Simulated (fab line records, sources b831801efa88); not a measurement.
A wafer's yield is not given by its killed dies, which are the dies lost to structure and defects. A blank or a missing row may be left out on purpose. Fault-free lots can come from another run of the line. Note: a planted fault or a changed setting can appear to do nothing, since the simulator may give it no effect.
fab line records	flow sky130
record lots=7	wafers=21	lastDay=49
route steps=708 shown FIELD_ISO@1 PAD_OPEN@708
lots that met no fault: taken from a fault-free run of the same line
startH: the number of hours between the record's first day and the start of the first shown wafer of the lot	waitH: time in hours since the lot's previous step	" repeats the value in the row above	L1.1+2: a single row standing in for several wafers	- value missing, or start not given	* or withheld: withheld	< > ~ a bound
route shown NAME@n: NAME is a module with steps in the file, n the number in the route of the first one	usual: mean/standard deviation of fault-free wafers	same: alike in all rows	chamber/n: place in a boat	sites: each site's reading	_std_site: standard deviation across them	_edge_site: the outer-site mean with the inner-site mean subtracted	radiusMm: for every site, how far away it sits from the centre of the wafer	mask NAME#n: copy n	behind: tool/chamber where the wafer was last shaped	hold: the reason the lot was held/the length of the hold in hours/how it ended	device: the n, p or np transistor that did not switch	end of line: the tests these same wafers got at the end of their route	step lacking rows: just its recipe	killed: count of dies lost to structure and defects at first sort (not the wafer's yield)	map: a wafer's dies, x killed, . not, _ none there
set.NAME: the setting that was run; set.NAME@STEP: the one run at that earlier step	model.NAME: the simulator's own value behind a step, which no gauge read
certain route steps with their lots: each step a table, each wafer a row
services: the hour from which a tool's chamber was out of use, counted from the record's first day as startH (under 0 if before that day), plus the number of hours and why
## steps
# step SKY_FIELD_ISO_BOW_MEAS_00
# recipe mode=bow
# usual INCOMING_BOW=0/6.6
lot.wafer	tool	chamber	startH	waitH	INCOMING_BOW[um]
L545.1	filmMetro-01	-	10.00	-	1
L545.3	"	-	"	"	4
L545.5	"	-	"	"	-12
L547.1	filmMetro-01	-	20.00	-	5
L547.5	"	-	"	"	9
L547.6	"	-	"	"	-4
L552.1	filmMetro-02	-	45.00	-	-10
L552.3	"	-	"	"	-2
L552.5	"	-	"	"	-11
L558.1	filmMetro-01	-	75.00	-	2
L558.3	"	-	"	"	20
L558.6	"	-	"	"	8
L560.1	filmMetro-01	-	85.00	-	-1
L560.5	"	-	"	"	11
L560.6	"	-	"	"	-3
L561.2	filmMetro-02	-	90.02	-	-3
L561.3	"	-	"	"	8
L561.5	"	-	"	"	3
L562.1	filmMetro-04	-	95.00	-	2
L562.4	"	-	"	"	5
L562.5	"	-	"	"	-2
# step SKY_FIELD_ISO_OXIDATION_01
# recipe tempC=900	ambient=O2	stabiliseS=600	purgeS=300	targetThkA=120	oxTimeS=1843
# usual spikeTcBottomC=921/5.3	spikeTcUpperC=899.3/1.4	tube_center_temp_C_max=902.4/0.4	zonePowerBottomPct=29.9/0.3
# same purgeS=300	stabiliseS=600
lot.wafer	tool	chamber	startH	waitH	spikeTcBottomC	spikeTcUpperC	tube_center_temp_C_max	zonePowerBottomPct
L545.1	furnace-01	0	12.28	2.3	914	899.4	902.9	30.2
L545.3	"	0	"	"	913	900.6	902.1	29.7
L545.5	"	0	"	"	914	899.2	902.1	29.7
L547.1	furnace-01	0	22.22	2.2	915	901.0	902.8	29.7
L547.5	"	0	"	"	912	900.4	902.2	30.5
L547.6	"	0	"	"	912	901.2	902.3	30.2
L552.1	furnace-01	0	45.45	0.4	911	901.0	902.0	30.6
L552.3	"	0	"	"	914	900.7	902.0	30.2
L552.5	"	0	"	"	914	899.5	903.4	30.1
L558.1	furnace-02	0	77.22	2.2	924	899.1	901.7	30.1
L558.3	"	0	"	"	924	898.0	903.2	30.1
L558.6	"	0	"	"	926	898.5	902.8	30.1
L560.1	furnace-02	0	85.12	0.1	925	899.1	902.3	29.7
L560.5	"	0	"	"	923	898.1	903.2	30.2
L560.6	"	0	"	"	924	899.5	902.4	30.2
L561.2	furnace-02	0	90.52	0.5	925	897.6	902.3	30.0
L561.3	"	0	"	"	922	898.6	902.6	30.4
L561.5	"	0	"	"	924	897.9	901.9	29.8
L562.1	furnace-02	0	95.46	0.4	925	897.6	901.9	29.8
L562.4	"	0	"	"	925	896.9	902.2	30.1
L562.5	"	0	"	"	925	899.6	902.2	29.5
# step SKY_FIELD_ISO_THK_MEAS_02
# recipe reads=SiO2_of_FIELD_ISO_OXIDATION_01
# usual FIELD_ISO_OXIDATION_00_THK=12.06/0.2
lot.wafer	tool	chamber	startH	waitH	FIELD_ISO_OXIDATION_00_THK[nm]
L545.1	filmMetro-02	-	13.79	0.0	12.25
L545.3	"	-	"	"	12.20
L545.5	"	-	"	"	12.06
L547.1	filmMetro-01	-	23.73	0.0	12.21
L547.5	"	-	"	"	12.28
L547.6	"	-	"	"	12.10
L552.1	filmMetro-04	-	46.97	0.0	12.19
L552.3	"	-	"	"	12.28
L552.5	"	-	"	"	12.43
L558.1	filmMetro-01	-	78.74	0.0	11.94
L558.3	"	-	"	"	12.19
L558.6	"	-	"	"	12.15
L560.1	filmMetro-02	-	86.63	0.0	11.84
L560.5	"	-	"	"	11.93
L560.6	"	-	"	"	11.76
L561.2	filmMetro-02	-	92.04	0.0	11.78
L561.3	"	-	"	"	11.79
L561.5	"	-	"	"	12.03
L562.1	filmMetro-04	-	96.97	0.0	11.72
L562.4	"	-	"	"	11.66
L562.5	"	-	"	"	11.51
# step SKY_FIELD_ISO_CVD_03
# recipe material=Si3N4	precursor=DCS/NH3	targetThkNm=165	tempC=770	timeS=2830	pressureMtorr=250
# step SKY_FIELD_ISO_THK_MEAS_04
# recipe reads=Si3N4_of_FIELD_ISO_CVD_03
# usual FIELD_ISO_CVD_03_THK=164.6/1.3
lot.wafer	tool	chamber	startH	waitH	FIELD_ISO_CVD_03_THK[nm]
L545.1	filmMetro-04	-	15.63	0.0	165.6
L545.3	"	-	"	"	165.2
L545.5	"	-	"	"	165.8
L547.1	filmMetro-02	-	25.58	0.0	165.4
L547.5	"	-	"	"	163.7
L547.6	"	-	"	"	163.1
L552.1	filmMetro-01	-	48.81	0.0	163.5
L552.3	"	-	"	"	163.2
L552.5	"	-	"	"	162.5
L558.1	filmMetro-01	-	83.35	0.0	166.9
L558.3	"	-	"	"	166.6
L558.6	"	-	"	"	165.8
L560.1	filmMetro-04	-	89.33	0.0	165.4
L560.5	"	-	"	"	164.5
L560.6	"	-	"	"	164.9
L561.2	filmMetro-01	-	93.88	0.0	166.1
L561.3	"	-	"	"	163.1
L561.5	"	-	"	"	164.6
L562.1	filmMetro-02	-	98.82	0.0	167.2
L562.4	"	-	"	"	166.5
L562.5	"	-	"	"	166.0
# step SKY_FIELD_ISO_DEHYDRATE_05
# recipe tempC=200	timeS=60
# step SKY_FIELD_ISO_HMDS_06
# recipe primeTimeS=60	primeTempC=120
# step SKY_FIELD_ISO_COAT_07
# recipe resist=BARC	tempC=withheld	timeS=withheld	spinRpm=3000	resistThkNm=60
# step SKY_FIELD_ISO_COAT_08
# recipe resist=KrF-thick	spinRpm=3000	resistThkNm=450
# step SKY_FIELD_ISO_SOFTBAKE_09
# recipe tempC=100	timeS=90	resist=KrF-thick
# step SKY_FIELD_ISO_EXPOSE_10
# recipe maskId=FOM	na=0.68	sourceShape=annular	sigmaInner=0.4	sigmaOuter=0.8	targetCdNm=150	doseMj=28
# step SKY_FIELD_ISO_PEB_11
# recipe pebTempC=withheld	pebTimeS=withheld	resist=KrF-thick
# step SKY_FIELD_ISO_DEVELOP_12
# recipe developTimeS=60	resist=KrF-thick	devTempC=21
# step SKY_FIELD_ISO_CD_MEAS_13
# recipe targetCdNm=150
# usual cdNm=150.3/1.6
lot.wafer	tool	chamber	startH	waitH	cdNm
L545.1	cdSem-01	-	29.53	-	151.6
L545.3	"	-	"	"	151.4
L545.5	"	-	"	"	151.3
L547.1	cdSem-01	-	40.26	-	150.0
L547.5	"	-	"	"	150.6
L547.6	"	-	"	"	149.3
L552.1	cdSem-01	-	64.71	-	149.6
L552.3	"	-	"	"	150.3
L552.5	"	-	"	"	149.8
L558.1	cdSem-02	-	99.87	-	147.6
L558.3	"	-	"	"	148.3
L558.6	"	-	"	"	148.9
L560.1	cdSem-02	-	106.28	-	150.7
L560.5	"	-	"	"	149.5
L560.6	"	-	"	"	150.6
L561.2	cdSem-02	-	111.34	-	149.9
L561.3	"	-	"	"	149.5
L561.5	"	-	"	"	150.1
L562.1	cdSem-01	-	115.98	-	148.4
L562.4	"	-	"	"	148.4
L562.5	"	-	"	"	146.5
# step SKY_FIELD_ISO_ETCH_14
# recipe chemistry=N2/H2	target=BARC	ionEnergyEv=200	sourceW=500	biasW=100	pressureMtorr=30	n2FlowSccm=100	h2FlowSccm=200	stopOn=SiO2	timeS=45.9	targetDepthA=600
# usual drypumpMotorCurrentA=5.5/0.45	oesProductAu=0.854/0.0048	throttleValvePct=13.222/0.0079
lot.wafer	tool	chamber	startH	waitH	drypumpMotorCurrentA	oesProductAu	rfHoursCounterH	throttleValvePct
L545.1	rieDiel-03	0	29.65	0.1	4.7	0.860	60	13.224
L545.3	"	2	"	"	6.0	0.856	110	13.240
L545.5	"	3	"	"	5.9	0.859	-	13.237
L547.1	rieDiel-02	0	40.38	0.1	4.8	0.849	22	13.219
L547.5	"	2	"	"	5.4	0.859	-	13.224
L547.6	"	1	"	"	5.6	0.855	-	13.227
L552.1	rieDiel-03	2	64.83	0.1	6.0	0.855	111	13.211
L552.3	"	1	"	"	5.0	0.858	51	13.232
L552.5	"	2	"	"	6.0	0.860	-	13.219
L558.1	rieDiel-02	0	99.99	0.1	4.8	0.840	23	13.223
L558.3	"	3	"	"	5.2	0.859	144	13.226
L558.6	"	0	"	"	4.8	0.854	-	13.208
L560.1	rieDiel-03	0	106.40	0.1	4.6	0.865	61	13.233
L560.5	"	2	"	"	6.0	0.851	-	13.221
L560.6	"	1	"	"	5.0	0.849	-	13.228
L561.2	rieDiel-01	0	111.44	0.1	5.3	0.855	142	13.229
L561.3	"	2	"	"	5.7	0.863	91	13.221
L561.5	"	0	"	"	5.2	0.863	-	13.221
L562.1	rieDiel-03	1	116.10	0.1	5.0	0.858	52	13.212
L562.4	"	0	"	"	4.6	0.860	61	13.226
L562.5	"	2	"	"	5.9	0.852	-	13.212
# step SKY_FIELD_ISO_ETCH_15
# recipe chemistry=CHF3/O2	targetDepthNm=180	stopOn=Si	sourceW=600	biasW=200	pressureMtorr=40	chf3FlowSccm=50	O2_flow_sccm=5	timeS=72
# usual O2_flow_sccm=4.999/0.018	drypumpMotorCurrentA=5.4/0.46	oesProductAu=0.945/0.0058	throttleValvePct=8.845/0.01
lot.wafer	tool	chamber	startH	waitH	O2_flow_sccm	drypumpMotorCurrentA	oesProductAu	rfHoursCounterH	throttleValvePct
L545.1	rieDiel-03	0	29.69	0.0	5.015	4.6	0.946	60	8.839
L545.3	"	2	"	"	5.014	5.9	0.948	110	8.852
L545.5	"	3	"	"	5.008	5.8	0.949	-	8.838
L547.1	rieDiel-02	0	40.42	0.0	4.971	4.8	0.947	22	8.855
L547.5	"	2	"	"	4.979	5.4	0.938	-	8.840
L547.6	"	1	"	"	4.992	5.6	0.944	-	8.859
L552.1	rieDiel-03	2	64.87	0.0	5.006	5.9	0.941	111	8.824
L552.3	"	1	"	"	5.015	5.0	0.939	51	8.849
L552.5	"	2	"	"	4.987	6.0	0.941	-	8.843
L558.1	rieDiel-02	0	100.03	0.0	4.989	4.8	0.953	23	8.855
L558.3	"	3	"	"	4.984	5.2	0.944	144	8.844
L558.6	"	0	"	"	4.978	4.8	0.938	-	8.837
L560.1	rieDiel-03	0	106.44	0.0	4.960	4.6	0.948	61	8.844
L560.5	"	2	"	"	4.978	5.9	0.939	-	8.844
L560.6	"	1	"	"	4.990	5.0	0.948	-	8.849
L561.2	rieDiel-01	0	111.48	0.0	4.976	5.2	0.948	142	8.846
L561.3	"	2	"	"	4.995	5.7	0.938	91	8.849
L561.5	"	0	"	"	4.991	5.2	0.945	-	8.845
L562.1	rieDiel-03	1	116.14	0.0	5.020	5.0	0.953	52	8.875
L562.4	"	0	"	"	5.016	4.6	0.951	62	8.840
L562.5	"	2	"	"	4.978	6.0	0.951	-	8.842
# step SKY_FIELD_ISO_STRIP_16
# recipe chemistry=O2/N2	powerW=1400	pressureMtorr=1500	platenTempC=withheld	o2FlowSccm=3000	n2FlowSccm=300	overashFraction=0.5
# usual drypumpMotorCurrentA=5.8/0.52	oesProductAu=0.378/0.0046	stripTimeToEndpointS=3.545/0.028
lot.wafer	tool	chamber	startH	waitH	drypumpMotorCurrentA	oesProductAu	rfHoursCounterH	stripTimeToEndpointS
L545.1	plasmaAsher-02	0	29.75	0.0	5.1	0.375	33	3.520
L545.3	"	0	"	"	5.1	0.374	-	3.513
L545.5	"	0	"	"	5.1	0.384	-	3.559
L547.1	plasmaAsher-03	1	40.48	0.0	6.3	0.376	36	3.497
L547.5	"	1	"	"	6.3	0.381	-	3.484
L547.6	"	0	"	"	5.2	0.375	-	3.540
L552.1	plasmaAsher-04	1	64.93	0.0	5.7	0.377	39	3.563
L552.3	"	0	"	"	5.9	0.375	-	3.549
L552.5	"	0	"	"	5.9	0.373	-	3.572
L558.1	plasmaAsher-02	1	100.09	0.0	6.4	0.373	40	3.529
L558.3	"	0	"	"	5.1	0.375	-	3.505
L558.6	"	0	"	"	5.1	0.376	-	3.516
L560.1	plasmaAsher-03	0	106.50	0.0	5.3	0.372	42	3.563
L560.5	"	0	"	"	5.2	0.380	-	3.571
L560.6	"	1	"	"	6.3	0.372	-	3.539
L561.2	plasmaAsher-04	1	111.54	0.0	5.7	0.377	43	3.511
L561.3	"	1	"	"	5.8	0.381	-	3.567
L561.5	"	1	"	"	5.7	0.376	-	3.544
L562.1	plasmaAsher-04	0	116.20	0.0	5.9	0.370	44	3.556
L562.4	"	1	"	"	5.7	0.379	-	3.553
L562.5	"	0	"	"	5.9	0.380	-	3.584
# step SKY_FIELD_ISO_ETCH_17
# recipe targetDepthA=3420	maskMaterial=Si3N4	chemistry=HBr/Cl2/O2	target=Si	taperDeg=5	icpW=600	biasW=150	pressureMtorr=15	HBr_flow_sccm=150	Cl2_flow_sccm=40	O2_flow_sccm=6	timeS=97.7
# usual O2_flow_sccm=6.004/0.019	drypumpMotorCurrentA=5.8/0.51	oesProductAu=0.998/0.007	throttleValvePct=25.658/0.01
lot.wafer	tool	chamber	startH	waitH	O2_flow_sccm	drypumpMotorCurrentA	oesProductAu	rfHoursCounterH	throttleValvePct
L545.1	rieSi-01	0	29.85	0.1	6.020	4.7	0.994	151	25.685
L545.3	"	3	"	"	6.029	5.6	0.999	122	25.674
L545.5	"	0	"	"	6.009	4.7	0.999	-	25.654
L547.1	rieSi-02	1	40.58	0.1	5.983	6.2	1.005	1	25.659
L547.5	"	0	"	"	6.005	5.8	1.009	-	25.639
L547.6	"	3	"	"	6.011	6.1	1.001	-	25.662
L552.1	rieSi-01	0	65.03	0.1	5.989	4.7	0.993	151	25.661
L552.3	"	3	"	"	5.976	5.5	1.005	122	25.665
L552.5	"	0	"	"	5.995	4.7	0.998	-	25.668
L558.1	rieSi-02	0	100.19	0.1	5.969	5.8	1.000	82	25.647
L558.3	"	3	"	"	6.009	6.1	0.995	112	25.645
L558.6	"	0	"	"	5.993	5.8	1.000	-	25.663
L560.1	rieSi-01	1	106.60	0.1	5.984	5.8	0.989	143	25.666
L560.5	"	0	"	"	6.011	4.7	1.004	-	25.651
L560.6	"	1	"	"	6.005	5.8	0.990	-	25.659
L561.2	rieSi-02	0	111.64	0.1	6.019	5.7	1.002	82	25.646
L561.3	"	3	"	"	5.984	6.1	1.003	113	25.654
L561.5	"	3	"	"	6.021	6.1	0.999	-	25.665
L562.1	rieSi-01	2	116.30	0.1	6.028	6.0	0.994	52	25.658
L562.4	"	0	"	"	6.008	4.7	0.991	-	25.622
L562.5	"	2	"	"	6.030	6.1	0.997	-	25.660
# step SKY_FIELD_ISO_WET_ETCH_18
# recipe chemistry=H3PO4	targetDepthNm=25	tempC=160	target=Si3N4	timeS=286
# step SKY_FIELD_ISO_CLEAN_19
# recipe chemistry=SC1/SC2	mix=1:4:20	tempC=70	timeS=150
# step SKY_FIELD_ISO_CLEAN_20
# recipe chemistry=dHF	timeS=20	dilution=100:1
# step SKY_FIELD_ISO_WET_ETCH_21
# recipe chemistry=dHF	dilution=100:1	targetDepthNm=20	dry=ipaMarangoni	target=SiO2	tempC=25	timeS=400
# step SKY_FIELD_ISO_OXIDATION_22
# recipe tempC=950	ambient=O2	stabiliseS=600	purgeS=300	targetThkA=100	oxTimeS=623
# step SKY_FIELD_ISO_THK_MEAS_23
# recipe reads=SiO2_of_FIELD_ISO_OXIDATION_22
# usual FIELD_ISO_OXIDATION_01_THK=10.07/0.2
lot.wafer	tool	chamber	startH	waitH	FIELD_ISO_OXIDATION_01_THK[nm]
L545.1	filmMetro-04	-	32.80	0.0	10.23
L545.3	"	-	"	"	10.04
L545.5	"	-	"	"	10.09
L547.1	filmMetro-04	-	43.80	0.0	10.24
L547.5	"	-	"	"	10.12
L547.6	"	-	"	"	10.20
L552.1	filmMetro-02	-	67.69	0.0	10.14
L552.3	"	-	"	"	10.34
L552.5	"	-	"	"	10.46
L558.1	filmMetro-01	-	102.81	0.0	10.27
L558.3	"	-	"	"	10.31
L558.6	"	-	"	"	10.20
L560.1	filmMetro-02	-	109.91	0.0	9.89
L560.5	"	-	"	"	9.88
L560.6	"	-	"	"	10.01
L561.2	filmMetro-01	-	114.73	0.0	10.31
L561.3	"	-	"	"	10.41
L561.5	"	-	"	"	10.22
L562.1	filmMetro-01	-	117.81	0.0	10.18
L562.4	"	-	"	"	10.20
L562.5	"	-	"	"	10.27
# step SKY_FIELD_ISO_CVD_24
# recipe material=SiO2	targetThkNm=595	tempC=650	sigmaOpenFrac=0.3	timeS=99.2	sih4FlowSccm=60	pressureMtorr=6
# step SKY_FIELD_ISO_THK_MEAS_25
# recipe reads=SiO2_of_FIELD_ISO_CVD_24
# usual FIELD_ISO_CVD_24_THK=594/5.3
lot.wafer	tool	chamber	startH	waitH	FIELD_ISO_CVD_24_THK[nm]
L545.1	filmMetro-01	-	32.94	0.0	597
L545.3	"	-	"	"	600
L545.5	"	-	"	"	595
L547.1	filmMetro-02	-	43.94	0.0	590
L547.5	"	-	"	"	591
L547.6	"	-	"	"	582
L552.1	filmMetro-04	-	67.99	0.1	600
L552.3	"	-	"	"	606
L552.5	"	-	"	"	591
L558.1	filmMetro-02	-	102.94	0.0	591
L558.3	"	-	"	"	599
L558.6	"	-	"	"	587
L560.1	filmMetro-01	-	110.04	0.0	587
L560.5	"	-	"	"	590
L560.6	"	-	"	"	591
L561.2	filmMetro-02	-	114.86	0.0	596
L561.3	"	-	"	"	593
L561.5	"	-	"	"	592
L562.1	filmMetro-02	-	117.95	0.0	597
L562.4	"	-	"	"	593
L562.5	"	-	"	"	595
# step SKY_FIELD_ISO_ANNEAL_26
# recipe tempC=1000	timeS=1800	ambient=N2
# step SKY_FIELD_ISO_CMP_27
# recipe stopOn=Si3N4	tOverpolishS=16	downForcePsi=4	platenRpm=60	targetThkNm=457.8	padVelocityMS=0.94248
# usual motorCurrentA=12.0/1.1	overpolishRunS=15.999/0.0093	timeToEndpointS=111/3.2
lot.wafer	tool	chamber	startH	waitH	motorCurrentA	overpolishRunS	timeToEndpointS
L545.3	cmp-01	2	35.93	0.1	11.7	16.007	112
L545.1	"	3	"	"	14.2	16.010	111
L545.5	"	0	"	"	11.9	16.004	113
L547.1	cmp-02	2	45.65	0.1	12.6	16.031	104
L547.5	"	3	"	"	11.5	16.004	110
L547.6	"	0	"	"	11.6	16.001	104
L552.3	cmp-01	0	69.73	0.1	12.7	16.009	112
L552.1	"	1	"	"	10.5	15.986	110
L552.5	"	2	"	"	11.6	16.015	112
L558.1	cmp-01	2	104.60	0.1	11.8	16.002	116
L558.3	"	3	"	"	14.8	15.994	115
L558.6	"	0	"	"	11.6	15.992	114
L560.1	cmp-02	3	112.29	0.1	11.7	15.975	107
L560.6	"	0	"	"	10.9	15.998	107
L560.5	"	1	"	"	12.2	15.994	110
L561.2	cmp-01	1	116.41	0.0	10.1	15.989	107
L561.3	"	3	"	"	12.6	15.996	109
L561.5	"	2	"	"	12.2	16.003	107
L562.1	cmp-01	0	119.51	0.0	12.2	16.004	116
L562.4	"	2	"	"	11.9	16.015	114
L562.5	"	0	"	"	12.2	15.991	112
# step SKY_FIELD_ISO_WET_ETCH_28
# recipe chemistry=dHF	targetDepthNm=23.7	target=SiO2	dilution=10:1	tempC=25	timeS=47
# step SKY_FIELD_ISO_WET_ETCH_29
# recipe chemistry=H3PO4	targetDepthNm=160	target=Si3N4	tempC=160	timeS=1825
# step SKY_FIELD_ISO_WET_ETCH_30
# recipe chemistry=dHF	targetDepthNm=25	target=SiO2	dilution=10:1	tempC=25	timeS=50
# step SKY_PAD_OPEN_PROBE_99
# usual killed_at_M0_to_M3=42/6.8	killed_at_M4_up=3.2/1.8	killedAtContacts=25/5.4	killedAtFrontEnd=15/4.5	killedAtOther=0.3/0.56	killedDies=85/9.7	killedOnRim=17/3.3	killedOpen=46/7.1	killedShort=39/6.5
# same grossDies=492	killedAtBackSide=0
lot.wafer	tool	chamber	startH	waitH	killed_at_M0_to_M3	killed_at_M4_up	killedAtContacts	killedAtFrontEnd	killedAtOther	killedDies	killedOnRim	killedOpen	killedShort
L545.1	prober-01	-	1081.64	0.1	58	1	28	15	1	103	24	54	49
L545.3	prober-01	-	1081.74	0.2	34	2	29	15	0	80	21	42	38
L545.5	prober-01	-	1081.84	0.2	49	3	24	10	1	87	20	45	42
L558.1	prober-01	-	1168.16	0.1	41	3	31	21	0	96	20	48	47
L558.3	prober-01	-	1168.26	0.2	52	4	25	20	0	101	19	56	45
L558.6	prober-01	-	1168.41	0.2	40	1	25	27	0	93	15	55	37
L560.1	prober-01	-	1170.98	0.1	37	0	15	159	0	211	38	36	27
L560.5	prober-01	-	1171.18	0.2	34	4	17	157	0	212	38	39	33
L560.6	prober-01	-	1171.23	0.2	31	5	16	144	0	196	30	32	34
L561.2	prober-01	-	1171.58	0.1	35	7	20	168	0	230	41	39	37
L561.3	prober-01	-	1171.63	0.2	48	2	21	154	0	225	43	46	38
L561.5	prober-01	-	1171.73	0.2	45	2	29	149	0	225	44	58	30
L562.1	prober-01	-	1172.93	0.1	39	3	30	140	0	212	39	50	31
L562.4	prober-01	-	1173.08	0.2	46	3	29	156	1	235	46	45	51
L562.5	prober-01	-	1173.13	0.2	36	3	26	153	0	218	41	43	31
# killed by level:class
L545.1 VIA1:geometricParticle:open=14 LI_CONTACT:geometricParticle:open=11 METAL1:geometricParticle:short=11 VIA3:geometricParticle:open=9 CONTACT:geometricParticle:open=8 METAL3:geometricParticle:short=6 FIELD_ISO:geometricParticle:short=5 LOCAL_INTERCONNECT:geometricParticle:short=5
L545.3 LI_CONTACT:geometricParticle:open=13 CONTACT:geometricParticle:open=9 VIA1:geometricParticle:open=5 METAL3:geometricParticle:short=5 FIELD_ISO:geometricParticle:short=4 POLY_GATE:geometricParticle:short=4 METAL1:geometricParticle:short=4 METAL2:geometricParticle:short=4
L545.5 VIA1:geometricParticle:open=9 CONTACT:geometricParticle:open=9 VIA3:geometricParticle:open=8 VIA1:geometricParticle:short=6 CONTACT:geometricParticle:short=6 METAL2:geometricParticle:short=6 VIA2:geometricParticle:short=6 VIA2:geometricParticle:open=5
L558.1 METAL1:geometricParticle:short=10 VIA2:geometricParticle:open=9 CONTACT:geometricParticle:open=8 LI_CONTACT:geometricParticle:open=8 LI_CONTACT:geometricParticle:short=8 FIELD_ISO:geometricParticle:open=6 FIELD_ISO:geometricParticle:short=5 POLY_GATE:geometricParticle:open=5
L558.3 VIA1:geometricParticle:open=16 CONTACT:geometricParticle:open=8 METAL2:geometricParticle:short=8 VIA3:geometricParticle:open=6 VIA2:geometricParticle:open=6 LI_CONTACT:geometricParticle:short=5 LI_CONTACT:geometricParticle:open=5 METAL1:geometricParticle:short=5
L558.6 CONTACT:geometricParticle:open=10 VIA1:geometricParticle:open=10 VIA2:geometricParticle:open=10 POLY_GATE:geometricParticle:open=8 POLY_GATE:geometricParticle:short=6 METAL2:geometricParticle:short=6 FIELD_ISO:geometricParticle:open=5 LI_CONTACT:geometricParticle:open=5
L560.1 FIELD_ISO:unspecified=148 VIA1:geometricParticle:open=12 CONTACT:geometricParticle:open=5 LI_CONTACT:geometricParticle:open=4 VIA3:geometricParticle:open=4 CONTACT:geometricParticle:short=4 VIA2:geometricParticle:open=4 METAL1:geometricParticle:short=4
L560.5 FIELD_ISO:unspecified=140 VIA2:geometricParticle:open=8 LI_CONTACT:geometricParticle:open=6 VIA1:geometricParticle:open=6 METAL1:geometricParticle:short=6 FIELD_ISO:geometricParticle:short=5 VIA3:geometricParticle:open=5 POLY_GATE:geometricParticle:open=4
L560.6 FIELD_ISO:unspecified=130 VIA3:geometricParticle:open=7 CONTACT:geometricParticle:short=6 POLY_GATE:geometricParticle:short=5 FIELD_ISO:geometricParticle:short=4 LI_CONTACT:geometricParticle:open=4 METAL1:geometricParticle:open=4 VIA2:geometricParticle:open=4
L561.2 FIELD_ISO:unspecified=152 VIA1:geometricParticle:open=9 FIELD_ISO:geometricParticle:open=6 CONTACT:geometricParticle:open=6 METAL4:geometricParticle:short=5 LI_CONTACT:geometricParticle:open=5 METAL1:geometricParticle:short=5 FIELD_ISO:geometricParticle:short=4
L561.3 FIELD_ISO:unspecified=140 LI_CONTACT:geometricParticle:open=8 CONTACT:geometricParticle:open=8 VIA1:geometricParticle:open=8 VIA3:geometricParticle:open=7 FIELD_ISO:geometricParticle:short=6 METAL1:geometricParticle:short=6 VIA1:geometricParticle:short=5
L561.5 FIELD_ISO:unspecified=137 VIA1:geometricParticle:open=16 CONTACT:geometricParticle:open=14 LI_CONTACT:geometricParticle:open=10 VIA3:geometricParticle:open=5 FIELD_ISO:geometricParticle:open=4 POLY_GATE:geometricParticle:short=4 VIA1:geometricParticle:short=4
L562.1 FIELD_ISO:unspecified=131 CONTACT:geometricParticle:open=15 METAL2:geometricParticle:short=7 LI_CONTACT:geometricParticle:open=6 VIA1:geometricParticle:open=6 METAL1:geometricParticle:short=6 VIA2:geometricParticle:open=6 POLY_GATE:geometricParticle:open=4
L562.4 FIELD_ISO:unspecified=139 CONTACT:geometricParticle:open=11 METAL2:geometricParticle:short=8 VIA3:geometricParticle:open=8 LI_CONTACT:geometricParticle:open=7 VIA3:geometricParticle:short=7 VIA1:geometricParticle:short=6 POLY_GATE:geometricParticle:short=5
L562.5 FIELD_ISO:unspecified=144 LI_CONTACT:geometricParticle:open=8 CONTACT:geometricParticle:open=8 VIA3:geometricParticle:open=7 VIA1:geometricParticle:open=6 VIA2:geometricParticle:open=6 LOCAL_INTERCONNECT:geometricParticle:short=5 METAL2:geometricParticle:short=5
# map L560.5 (x killed, . not)
__________...x..xx.._________
________x..x.xx.xxx..._______
______.x.....xxx..xxx..._____
_____.xx...x..........x.x____
____.......xxxx.x..xx.....___
___x........x.....x.x.x.x..__
__.xx...xxxx.xx..x..xx.x...x_
_.x.xx....xxxxxxx.x.xxx.xxx..
_.x...xx.xxx.x.x.xx.x..x..x..
_....xx.x.xx.xxxxx.x..xx..x.x
_x.x..xx.x.....x....xx.xx...x
_....x.x..xx....x.xx.x..x...x
_x...xx.xxx..xxxx.xxxx.....xx
_.x..x..x..x.xx.x...x....x..x
_.x..x.x.xxxx..x.x.x..xxxx...
__xxxxx..x.x.xx.xxx..x....x._
___xx.x.xx.....x.x..x....xx__
____xxxx.x.x.x.xx..xx..xx.___
_____x.x.....xx..x..xxxxx____
______.x....x.xx.x.....x_____
________x.xx.........._______
__________..x......x_________
# map L561.2 (x killed, . not)
__________xx....x.xx_________
________.x.x.xx.....xx_______
______x..x.xx.xx.xxx.xxx_____
_____x.xxxxxx.x..xxx.x...____
____.x.x.x..xxxxx..xxxx...___
___.x.xxx.xxxxx..xxx.....x.__
__xx...x..xx..x....x..x..x.._
_.xxxx.xx.x..xx.x.xx...xx....
_.x..x.xx..xx.....x.x..x.x...
_.xx.x..x..xxxxxxx.xx.x..x...
_..x..x...xx..x...xx.x.xx.xx.
_xx..xx.x.xxx.xxx.x.x.x.x.x..
_xx.x.xx...x..x.....x.xx.xx..
_x...x....xxx...x.....x.x..xx
_x..xxxx.x....x.xx.x.....xx.x
__x.xx..x..x...x...x.xxx...._
___.x.x..x..x......x....xx.__
____xxxxxx....xx.xxx...x.x___
_____xx..xx.x...x.x..xxx.____
______.x.xxx..xx.xx....x_____
________.x..x..xxxx.x._______
__________.xx....x.._________
## services
tool	chamber	startH	hours	kind
rieDiel-02	3	-8.30	13.4	repair
furnace-01	-	-2.29	4.1	pm
cmp-02	-	2.57	8.9	repair
rieSi-01	-	6.67	0.3	repair
furnace-02	-	6.73	5.3	repair
cmp-02	-	9.14	1.8	repair
cmp-02	-	9.97	0.4	repair
cmp-02	-	17.27	1.5	repair
cmp-01	-	21.42	5.8	pm
rieDiel-01	0	27.27	17.7	repair
cmp-01	-	29.30	1.2	repair
furnace-02	-	30.02	2.8	pm
plasmaAsher-02	-	35.34	1.6	repair
rieDiel-01	3	58.96	2.0	repair
cmp-02	-	64.00	4.0	pm
rieDiel-03	0	64.37	17.6	repair
furnace-02	-	72.81	4.4	pm
plasmaAsher-04	-	74.43	5.3	repair
rieSi-01	3	75.59	5.1	repair
rieSi-02	2	82.44	3.6	repair
rieDiel-03	3	84.08	11.8	repair
rieDiel-02	0	84.35	6.6	repair
rieDiel-03	2	87.09	3.1	repair
plasmaAsher-04	-	103.96	1.4	repair
## key
firstSign step=SKY_PAD_OPEN_PROBE_99	reading=killedAtFrontEnd	direction=up	sigmas=31	usual=15	struck=153
effect step=SKY_PAD_OPEN_PROBE_99	reading=killedDies	direction=up	sigmas=14	usual=85	struck=218
metAt SKY_FIELD_ISO_OXIDATION_01
struckWafers L560.1,L560.5,L560.6,L561.2,L561.3,L561.5,L562.1,L562.4,L562.5
testerLeftOut L560,L561,L562
onsetBetween 77.22 85.12
alsoFits time
fault kind=chamberParticleSource	tool=furnace-02	chamber=-	onsetH=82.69	steps=SKY_FIELD_ISO_OXIDATION_01	ratePerVisitCm2=0.69011	endH=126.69
# testerLeftOut: of these lots the tester's yield and bins aren't shown, on N5 and GAA mostly nor the transistor test; their killed dies are dies lost to structure and defects alone, not to doping, threshold or leakage, so they don't give the yield
